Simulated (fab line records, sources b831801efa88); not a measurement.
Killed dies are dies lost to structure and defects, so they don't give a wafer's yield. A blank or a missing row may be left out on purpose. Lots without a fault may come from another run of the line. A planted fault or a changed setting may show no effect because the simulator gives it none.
fab line records | flow sky130
record lots=24 wafers=72 last_day=50
route steps=708 shown FIELD_ISO@15 VT_ADJUST_NCORE@130 CONTACT@406 CAP2M@615 VIA4@658
lots that met no fault: from a run of the same line without faults
start_h: hours from the record's first day to the start of the lot's first wafer shown | wait_h: hours since the lot's step before | " the same as in the row above | L1.1+2: a row that stands for several wafers | - no value, or no start given | * or withheld: withheld | < > ~ a bound
route shown NAME@n: a module of which the file shows steps, and the number in the route of the first | usual: mean/standard deviation of fault-free wafers | same: alike in all rows | chamber/n: place in a boat | sites: the reading at each site | _std_site: their standard deviation | _edge_site: outer sites' mean less inner sites' | radius_mm: how far each site lies from the wafer's centre | mask NAME#n: copy n | behind: the tool/chamber that last shaped the wafer | hold: why the lot was held/for how many hours/how that ended | device: the transistor (n, p or np) that didn't switch | end of line: the same wafers' tests at the end of the route | a step without rows: its recipe alone | killed: dies lost to structure and defects at the first sort, not the wafer's yield | map: a wafer's dies, x killed, . not, _ none there
set.NAME: the setting as run; set.NAME@STEP: as run at that earlier step | model.NAME: the simulator's own value behind a step, which no gauge read
steps of the route over a sample of lots; a table a step, a row a wafer
services: from which hour (start_h, from the record's first day; less than 0 if before it) a tool's chamber was out of use, for how many hours, and why
## steps
# step SKY_FIELD_ISO_ETCH_14
# recipe chemistry=N2/H2 target=BARC ion_energy_ev=200 source_w=500 bias_w=100 pressure_mtorr=30 n2_flow_sccm=100 h2_flow_sccm=200 stop_on=SiO2 time_s=45.9 target_depth_a=600
# usual drypump_motor_current_A=5.8/0.42 n2_flow_sccm=99.96/0.3 oes_product_au=0.855/0.0048 throttle_valve_pct=13.224/0.0085
# columns lot.wafer tool chamber start_h wait_h drypump_motor_current_A n2_flow_sccm oes_product_au rf_hours_counter_h throttle_valve_pct
L074.1 rie_diel-01 1 29.19 0.1 5.6 99.55 0.853 141 13.223
L074.3 " 2 " " 5.7 100.02 0.852 10 13.219
L074.5 " 3 " " 5.9 99.53 0.857 - 13.241
L075.1 rie_diel-01 0 35.85 0.1 6.3 99.70 0.854 6 13.219
L075.2 " 3 " " 5.9 100.59 0.854 24 13.221
L075.3 " 1 " " 5.6 99.90 0.847 141 13.222
L076.2 rie_diel-01 0 41.55 0.1 6.2 100.20 0.858 6 13.220
L076.3 " 1 " " 5.6 99.80 0.855 141 13.227
L076.4 " 3 " " 5.9 99.58 0.849 24 13.221
L077.2 rie_diel-03 0 44.29 0.1 5.7 99.87 0.852 10 13.224
L077.4 " 3 " " 5.8 99.24 0.850 5 13.222
L077.6 " 0 " " 5.7 100.25 0.860 - 13.209
L078.2 rie_diel-01 3 52.44 0.1 5.9 99.66 0.853 24 13.226
L078.3 " 2 " " 5.7 99.52 0.856 11 13.227
L078.5 " 1 " " 5.6 99.51 0.853 - 13.226
L079.2 rie_diel-02 3 56.05 0.1 6.3 100.31 0.846 45 13.214
L079.3 " 1 " " 6.7 99.73 0.856 81 13.230
L079.5 " 0 " " 6.2 100.14 0.852 - 13.214
L080.2 rie_diel-01 3 62.49 0.1 5.9 100.18 0.851 25 13.237
L080.4 " 0 " " 6.2 99.46 0.856 6 13.247
L080.5 " 0 " " 6.2 99.75 0.852 - 13.212
L081.1 rie_diel-03 2 66.99 0.1 5.4 100.30 0.853 155 13.231
L081.2 " 1 " " 5.6 99.99 0.854 6 13.226
L081.6 " 1 " " 5.6 99.68 0.852 - 13.222
L082.1 rie_diel-02 0 70.75 0.1 6.2 100.01 0.850 45 13.215
L082.4 " 2 " " 4.9 99.86 0.860 104 13.233
L082.6 " 3 " " 6.3 99.83 0.852 - 13.228
L083.1 rie_diel-02 2 75.34 0.1 4.9 99.92 0.856 104 13.225
L083.4 " 1 " " 6.7 100.03 0.857 81 13.218
L083.6 " 3 " " 6.3 99.77 0.864 - 13.233
L084.1 rie_diel-02 1 82.70 0.1 6.7 99.90 0.854 81 13.213
L084.2 " 2 " " 4.9 99.43 0.864 104 13.218
L084.6 " 1 " " 6.7 99.96 0.856 - 13.224
L085.1 rie_diel-03 3 85.45 0.1 5.8 99.86 0.850 5 13.222
L085.5 " 2 " " 5.4 100.14 0.846 - 13.230
L085.6 " 1 " " 5.6 100.12 0.854 - 13.207
L086.1 rie_diel-01 2 91.84 0.1 5.7 100.10 0.863 11 13.226
L086.4 " 1 " " 5.6 100.67 0.854 142 13.222
L086.5 " 0 " " 6.2 100.03 0.859 - 13.215
L087.3 rie_diel-03 3 101.25 0.1 5.8 99.68 0.854 6 13.235
L087.4 " 2 " " 5.4 100.11 0.856 156 13.220
L087.6 " 1 " " 5.6 100.32 0.851 - 13.227
L088.1 rie_diel-01 3 104.89 0.1 5.9 100.02 0.857 26 13.239
L088.3 " 0 " " 6.2 100.18 0.847 7 13.223
L088.5 " 2 " " 5.7 99.75 0.855 - 13.237
L089.1 rie_diel-01 0 107.00 0.1 6.2 100.19 0.854 7 13.223
L089.2 " 1 " " 5.6 99.76 0.857 142 13.217
L089.5 " 0 " " 6.2 99.71 0.867 - 13.222
L090.1 rie_diel-01 1 114.29 0.1 5.6 100.32 0.856 142 13.232
L090.2 " 0 " " 6.3 100.15 0.847 7 13.233
L090.5 " 2 " " 5.7 99.49 0.851 - 13.216
L091.2 rie_diel-03 2 117.79 0.1 5.4 100.06 0.859 156 13.232
L091.5 " 0 " " 5.7 100.23 0.866 - 13.226
L091.6 " 3 " " 5.8 99.86 0.856 - 13.239
L092.1 rie_diel-03 3 124.75 0.1 5.8 99.63 0.855 6 13.227
L092.3 " 1 " " 5.6 99.95 0.845 7 13.224
L092.4 " 2 " " 5.4 99.63 0.865 156 13.238
L093.1 rie_diel-03 2 127.69 0.1 5.4 100.08 0.854 156 13.237
L093.3 " 3 " " 5.8 100.21 0.862 6 13.243
L093.6 " 2 " " 5.4 100.11 0.855 - 13.240
L094.2 rie_diel-03 2 134.15 0.1 5.4 100.12 0.850 156 13.223
L094.4 " 0 " " 5.7 100.14 0.862 12 13.243
L094.5 " 0 " " 5.7 100.04 0.862 - 13.216
L095.3 rie_diel-02 3 138.80 0.1 6.4 99.80 0.853 46 13.215
L095.5 " 2 " " 4.9 99.97 0.848 - 13.227
L095.6 " 1 " " 6.7 100.09 0.855 - 13.226
L096.3 rie_diel-02 0 143.64 0.1 6.2 99.48 0.853 47 13.227
L096.5 " 3 " " 6.3 99.81 0.858 - 13.232
L096.6 " 0 " " 6.2 99.63 0.862 - 13.233
L097.2 rie_diel-02 1 148.29 0.1 6.8 100.43 0.856 82 13.222
L097.4 " 0 " " 6.2 100.13 0.854 - 13.219
L097.6 " 3 " " 6.4 100.59 0.854 - 13.215
# step SKY_VT_ADJUST_NCORE_TW_MEAS_11
# usual VT_ADJUST_NCORE_TW=216.8/1.2
# columns lot.wafer tool chamber start_h wait_h VT_ADJUST_NCORE_TW
L074.1 film_metro-01 - 187.32 0.1 216.8
L074.3 " - " " 217.6
L074.5 " - " " 218.4
L075.1 film_metro-01 - 196.52 0.1 216.5
L075.2 " - " " 214.8
L075.3 " - " " 216.1
L076.2 film_metro-01 - 200.15 0.1 213.7
L076.3 " - " " 216.3
L076.4 " - " " 215.9
L077.2 film_metro-03 - 206.04 0.1 218.0
L077.4 " - " " 217.1
L077.6 " - " " 218.2
L078.2 film_metro-01 - 211.39 0.1 216.5
L078.3 " - " " 216.7
L078.5 " - " " 215.1
L079.2 film_metro-03 - 218.84 0.1 217.6
L079.3 " - " " 217.1
L079.5 " - " " 217.3
L080.2 film_metro-01 - 225.31 0.1 215.1
L080.4 " - " " 216.6
L080.5 " - " " 215.7
L081.1 film_metro-01 - 230.93 0.1 216.7
L081.2 " - " " 218.1
L081.6 " - " " 217.4
L082.1 film_metro-03 - 240.57 0.1 216.4
L082.4 " - " " 217.9
L082.6 " - " " 217.4
L083.1 film_metro-03 - 246.47 0.1 216.5
L083.4 " - " " 216.5
L083.6 " - " " 216.5
L084.1 film_metro-02 - 262.19 0.1 216.2
L084.2 " - " " 217.4
L084.6 " - " " 216.0
L085.1 film_metro-03 - 262.49 0.1 216.5
L085.5 " - " " 218.0
L085.6 " - " " 217.1
L086.1 film_metro-03 - 272.13 0.1 218.3
L086.4 " - " " 217.5
L086.5 " - " " 218.0
L087.3 film_metro-03 - 278.80 0.1 218.2
L087.4 " - " " 217.9
L087.6 " - " " 218.9
L088.1 film_metro-02 - 287.22 0.1 216.3
L088.3 " - " " 218.2
L088.5 " - " " 218.8
L089.1 film_metro-02 - 288.48 0.1 214.3
L089.2 " - " " 215.4
L089.5 " - " " 216.4
L090.1 film_metro-02 - 293.68 0.1 215.2
L090.2 " - " " 216.0
L090.5 " - " " 215.9
L091.2 film_metro-02 - 301.43 0.1 215.0
L091.5 " - " " 215.7
L091.6 " - " " 215.8
L092.1 film_metro-02 - 306.58 0.1 216.1
L092.3 " - " " 215.4
L092.4 " - " " 215.2
L093.1 film_metro-03 - 312.04 0.1 218.4
L093.3 " - " " 217.3
L093.6 " - " " 216.6
L094.2 film_metro-03 - 322.60 0.1 218.0
L094.4 " - " " 217.0
L094.5 " - " " 217.2
L095.3 film_metro-02 - 330.50 0.1 217.0
L095.5 " - " " 216.9
L095.6 " - " " 217.5
L096.3 film_metro-02 - 339.94 0.1 216.0
L096.5 " - " " 214.9
L096.6 " - " " 215.2
L097.2 film_metro-02 - 348.40 0.1 216.3
L097.4 " - " " 215.5
L097.6 " - " " 216.7
# step SKY_CONTACT_CVD_00
# recipe material=Si3N4 target_thk_nm=75 temp_c=400 time_s=withheld rf_w=450
# usual heater_power_w=721/72 susceptor_temp_C=400.02/0.2
# columns lot.wafer tool chamber start_h wait_h heater_power_w susceptor_temp_C
L076.2 pecvd-02 0 737.68 0.0 711 400.13
L076.3 " 2 " " 709 399.90
L076.4 " 1 " " 707 399.72
L075.1 pecvd-04 0 738.93 0.0 749 399.79
L075.2 " 2 " " 786 399.70
L075.3 " 1 " " 792 399.88
L074.1 pecvd-03 1 739.61 0.0 732 399.55
L074.3 " 2 " " 654 399.97
L074.5 " 0 " " 593 399.86
L078.2 pecvd-02 0 741.77 0.0 779 399.87
L078.3 " 2 " " 672 399.93
L078.5 " 0 " " 799 400.16
L079.2 pecvd-04 1 743.19 0.0 685 400.02
L079.3 " 0 " " 881 400.04
L079.5 " 2 " " 750 399.87
L077.2 pecvd-03 0 743.63 0.0 670 400.02
L077.4 " 2 " " 662 399.81
L077.6 " 0 " " 650 400.36
L080.2 pecvd-03 1 756.14 0.0 662 400.05
L080.4 " 1 " " 651 400.06
L080.5 " 2 " " 638 399.90
L081.1 pecvd-04 2 757.68 0.0 688 400.13
L081.2 " 0 " " 779 400.20
L081.6 " 1 " " 672 399.80
L083.1 pecvd-04 0 775.44 0.0 821 399.54
L083.4 " 2 " " 805 400.16
L083.6 " 0 " " 801 399.82
L082.1 pecvd-03 0 779.20 0.0 572 399.93
L082.4 " 1 " " 711 400.24
L082.6 " 0 " " 580 399.95
L085.1 pecvd-02 0 805.42 0.0 663 399.74
L085.5 " 1 " " 699 399.88
L085.6 " 0 " " 689 399.70
L084.1 pecvd-04 2 806.57 0.0 825 400.25
L084.2 " 0 " " 890 399.95
L084.6 " 0 " " 885 400.31
L087.3 pecvd-02 2 811.88 0.0 644 399.99
L087.4 " 1 " " 756 399.99
L087.6 " 2 " " 652 400.13
L086.1 pecvd-02 0 813.17 0.0 693 399.97
L086.4 " 2 " " 755 400.34
L086.5 " 1 " " 745 400.01
L089.1 pecvd-02 1 833.55 0.0 692 400.43
L089.2 " 0 " " 808 399.92
L089.5 " 1 " " 733 399.97
L090.1 pecvd-03 2 833.70 0.0 617 400.06
L090.2 " 0 " " 656 400.32
L090.5 " 0 " " 674 400.01
L088.1 pecvd-02 0 834.53 0.0 772 399.76
L088.3 " 1 " " 640 399.70
L088.5 " 2 " " 744 400.04
L092.1 pecvd-03 2 836.23 0.0 663 400.20
L092.3 " 1 " " 724 400.03
L092.4 " 2 " " 667 399.97
L091.2 pecvd-04 0 837.32 0.0 879 400.08
L091.5 " 0 " " 884 400.20
L091.6 " 2 " " 787 400.26
L093.1 pecvd-02 0 859.54 0.0 783 400.03
L093.3 " 1 " " 657 400.31
L093.6 " 0 " " 784 400.13
L095.3 pecvd-04 0 868.29 0.0 802 399.81
L095.5 " 2 " " 742 399.83
L095.6 " 0 " " 802 400.41
L096.3 pecvd-03 1 868.88 0.0 731 399.68
L096.5 " 0 " " 663 400.08
L096.6 " 2 " " 670 399.85
L094.2 pecvd-02 1 869.22 0.0 651 400.08
L094.4 " 1 " " 693 400.21
L094.5 " 2 " " 637 399.85
L097.2 pecvd-04 2 871.29 0.0 826 400.17
L097.4 " 0 " " 710 399.86
L097.6 " 1 " " 669 399.70
# step SKY_CONTACT_THK_MEAS_03
# recipe reads=SiO2_of_CONTACT_HDPCVD_02
# usual CONTACT_HDPCVD_THK=568/6
# columns lot.wafer tool chamber start_h wait_h CONTACT_HDPCVD_THK[nm]
L076.2 film_metro-03 - 737.85 0.0 569
L076.3 " - " " 569
L076.4 " - " " 567
L075.1 film_metro-01 - 739.09 0.0 557
L075.2 " - " " 562
L075.3 " - " " 563
L074.1 film_metro-02 - 739.77 0.0 564
L074.3 " - " " 566
L074.5 " - " " 569
L078.2 film_metro-02 - 741.95 0.0 574
L078.3 " - " " 581
L078.5 " - " " 575
L079.2 film_metro-01 - 743.36 0.0 570
L079.3 " - " " 572
L079.5 " - " " 570
L077.2 film_metro-03 - 743.80 0.0 567
L077.4 " - " " 571
L077.6 " - " " 568
L080.2 film_metro-01 - 756.32 0.0 561
L080.4 " - " " 564
L080.5 " - " " 568
L081.1 film_metro-01 - 757.84 0.0 582
L081.2 " - " " 586
L081.6 " - " " 578
L083.1 film_metro-02 - 775.61 0.0 562
L083.4 " - " " 567
L083.6 " - " " 562
L082.1 film_metro-02 - 779.37 0.0 564
L082.4 " - " " 561
L082.6 " - " " 565
L085.1 film_metro-03 - 805.58 0.0 577
L085.5 " - " " 566
L085.6 " - " " 575
L084.1 film_metro-02 - 806.74 0.0 562
L084.2 " - " " 570
L084.6 " - " " 566
L087.3 film_metro-01 - 812.06 0.1 563
L087.4 " - " " 572
L087.6 " - " " 565
L086.1 film_metro-02 - 813.33 0.0 572
L086.4 " - " " 559
L086.5 " - " " 571
L089.1 film_metro-03 - 833.72 0.0 564
L089.2 " - " " 558
L089.5 " - " " 559
L090.1 film_metro-02 - 833.86 0.0 584
L090.2 " - " " 571
L090.5 " - " " 565
L088.1 film_metro-03 - 834.69 0.0 568
L088.3 " - " " 570
L088.5 " - " " 561
L092.1 film_metro-01 - 836.44 0.0 571
L092.3 " - " " 576
L092.4 " - " " 568
L091.2 film_metro-03 - 837.51 0.0 558
L091.5 " - " " 552
L091.6 " - " " 560
L093.1 film_metro-01 - 859.71 0.0 566
L093.3 " - " " 571
L093.6 " - " " 565
L095.3 film_metro-02 - 868.47 0.1 568
L095.5 " - " " 570
L095.6 " - " " 571
L096.3 film_metro-02 - 869.06 0.1 569
L096.5 " - " " 567
L096.6 " - " " 566
L094.2 film_metro-02 - 869.40 0.0 568
L094.4 " - " " 560
L094.5 " - " " 562
L097.2 film_metro-01 - 871.46 0.0 564
L097.4 " - " " 565
L097.6 " - " " 575
# step SKY_CAP2M_OVL_MEAS_12
# usual CAP2M_OVL=-0.1/1.3
# columns lot.wafer tool chamber start_h wait_h CAP2M_OVL[nm]
L076.2 overlay-01 - 994.13 0.1 0.6
L076.3 " - " " 1.7
L076.4 " - " " 0.0
L075.1 overlay-01 - 995.36 0.1 0.4
L075.2 " - " " -0.1
L075.3 " - " " -0.9
L074.1 overlay-01 - 996.31 0.1 -0.8
L074.3 " - " " -0.5
L074.5 " - " " 0.7
L078.2 overlay-02 - 996.48 0.1 -0.7
L078.3 " - " " 0.2
L078.5 " - " " -0.5
L079.2 overlay-02 - 996.62 0.1 -0.8
L079.3 " - " " -0.6
L079.5 " - " " -2.2
L077.2 overlay-02 - 996.92 0.1 -0.6
L077.4 " - " " -0.3
L077.6 " - " " 1.2
L080.2 overlay-02 - 997.19 0.1 0.3
L080.4 " - " " -1.6
L080.5 " - " " 1.8
L081.1 overlay-01 - 997.57 0.1 0.9
L081.2 " - " " -0.9
L081.6 " - " " -0.6
L083.1 overlay-01 - 1017.07 0.1 1.5
L083.4 " - " " -0.3
L083.6 " - " " -0.1
L082.1 overlay-02 - 1018.36 0.1 0.5
L082.4 " - " " 0.7
L082.6 " - " " -0.5
L085.1 overlay-02 - 1042.08 0.1 -2.3
L085.5 " - " " -1.1
L085.6 " - " " -1.8
L084.1 overlay-01 - 1042.77 0.1 0.9
L084.2 " - " " 1.9
L084.6 " - " " 2.0
L087.3 overlay-02 - 1043.43 0.1 -1.5
L087.4 " - " " -1.0
L087.6 " - " " -3.6
L086.1 overlay-02 - 1046.73 0.1 1.4
L086.4 " - " " 1.7
L086.5 " - " " 1.7
L089.1 overlay-02 - 1061.61 0.1 -2.7
L089.2 " - " " 0.7
L089.5 " - " " -0.7
L090.1 overlay-02 - 1062.71 0.1 -1.3
L090.2 " - " " -0.6
L090.5 " - " " -1.9
L088.1 overlay-01 - 1066.22 0.1 0.7
L088.3 " - " " 1.6
L088.5 " - " " -0.6
L092.1 overlay-02 - 1066.33 0.1 -0.4
L092.3 " - " " -1.0
L092.4 " - " " -0.5
L091.2 overlay-01 - 1066.64 0.1 1.8
L091.5 " - " " -1.9
L091.6 " - " " 0.9
L093.1 overlay-01 - 1085.53 0.1 0.8
L093.3 " - " " -0.8
L093.6 " - " " 1.1
L095.3 overlay-01 - 1093.48 0.1 -0.3
L095.5 " - " " -2.1
L095.6 " - " " 1.7
L096.3 overlay-01 - 1093.78 0.1 -0.4
L096.5 " - " " 1.3
L096.6 " - " " 1.0
L097.2 overlay-01 - 1095.72 0.1 -0.9
L097.4 " - " " 0.3
L097.6 " - " " -0.3
L094.2 overlay-01 - 1096.08 0.1 2.7
L094.4 " - " " 2.9
L094.5 " - " " 1.1
# step SKY_VIA4_RS_MEAS_19
# recipe thk_meas_gauge=four-point-probe reads=W_of_VIA4_CVD_18+TiN_of_VIA4_SPUTTER_17
# usual VIA4_W_RS=0.2267/0.0021
# columns lot.wafer tool chamber start_h wait_h VIA4_W_RS[ohm/sq]
L076.2 film_metro-01 - 1042.98 0.1 0.2286
L076.3 " - " " 0.2268
L076.4 " - " " 0.2244
L075.1 film_metro-01 - 1044.98 0.1 0.2260
L075.2 " - " " 0.2279
L075.3 " - " " 0.2286
L074.1 film_metro-01 - 1045.33 0.1 0.2252
L074.3 " - " " 0.2295
L074.5 " - " " 0.2295
L078.2 film_metro-03 - 1045.99 0.1 0.2255
L078.3 " - " " 0.2249
L078.5 " - " " 0.2259
L079.2 film_metro-02 - 1046.30 0.1 0.2318
L079.3 " - " " 0.2252
L079.5 " - " " 0.2248
L077.2 film_metro-02 - 1046.55 0.1 0.2277
L077.4 " - " " 0.2246
L077.6 " - " " 0.2254
L080.2 film_metro-02 - 1046.85 0.1 0.2276
L080.4 " - " " 0.2270
L080.5 " - " " 0.2255
L081.1 film_metro-01 - 1047.15 0.1 0.2250
L081.2 " - " " 0.2282
L081.6 " - " " 0.2279
L083.1 film_metro-02 - 1064.32 0.1 0.2261
L083.4 " - " " 0.2268
L083.6 " - " " 0.2275
L082.1 film_metro-01 - 1065.54 0.1 0.2268
L082.4 " - " " 0.2251
L082.6 " - " " 0.2259
L085.1 film_metro-02 - 1088.63 0.1 0.2267
L085.5 " - " " 0.2251
L085.6 " - " " 0.2247
L084.1 film_metro-03 - 1089.02 0.1 0.2223
L084.2 " - " " 0.2240
L084.6 " - " " 0.2256
L087.3 film_metro-02 - 1091.44 0.1 0.2235
L087.4 " - " " 0.2242
L087.6 " - " " 0.2265
L086.1 film_metro-03 - 1093.34 0.1 0.2252
L086.4 " - " " 0.2274
L086.5 " - " " 0.2290
L089.1 film_metro-03 - 1107.54 0.1 0.2287
L089.2 " - " " 0.2260
L089.5 " - " " 0.2265
L090.1 film_metro-01 - 1108.30 0.1 0.2269
L090.2 " - " " 0.2280
L090.5 " - " " 0.2269
L088.1 film_metro-02 - 1112.12 0.1 0.2238
L088.3 " - " " 0.2249
L088.5 " - " " 0.2273
L092.1 film_metro-03 - 1112.13 0.1 0.2287
L092.3 " - " " 0.2274
L092.4 " - " " 0.2255
L091.2 film_metro-03 - 1113.15 0.1 0.2272
L091.5 " - " " 0.2252
L091.6 " - " " 0.2284
L093.1 film_metro-02 - 1129.19 0.1 0.2298
L093.3 " - " " 0.2291
L093.6 " - " " 0.2290
L096.3 film_metro-02 - 1137.48 0.1 0.2295
L096.5 " - " " 0.2258
L096.6 " - " " 0.2327
L095.3 film_metro-01 - 1138.11 0.1 0.2257
L095.5 " - " " 0.2279
L095.6 " - " " 0.2279
L097.2 film_metro-01 - 1140.42 0.1 0.2315
L097.4 " - " " 0.2274
L097.6 " - " " 0.2285
L094.2 film_metro-03 - 1140.51 0.1 0.2298
L094.4 " - " " 0.2275
L094.5 " - " " 0.2292
## services
# columns tool chamber start_h hours kind
rie_diel-01 0 15.27 1.3 repair
rie_diel-01 - 27.28 0.4 repair
rie_diel-01 - 32.18 3.5 repair
rie_diel-01 - 100.71 1.1 repair
rie_diel-01 2 124.13 14.9 repair
pecvd-02 1 126.60 4.2 repair
rie_diel-01 3 130.47 1.5 repair
rie_diel-01 - 236.55 0.7 repair
rie_diel-01 3 259.57 11.7 repair
rie_diel-01 - 281.95 2.8 pm
rie_diel-01 1 292.51 2.6 repair
pecvd-02 0 300.91 7.4 repair
rie_diel-01 3 305.43 36.1 repair
rie_diel-01 1 313.79 5.1 repair
rie_diel-01 1 333.25 16.6 repair
pecvd-02 0 469.36 7.9 repair
rie_diel-01 2 500.63 9.8 repair
rie_diel-01 0 599.41 6.5 repair
pecvd-02 - 708.52 1.6 repair
rie_diel-01 - 725.21 15.6 pm
pecvd-02 - 794.95 1.5 repair
rie_diel-01 0 818.67 2.6 repair
pecvd-02 - 823.08 1.5 repair
rie_diel-01 - 834.74 72.6 repair
## key
fault none
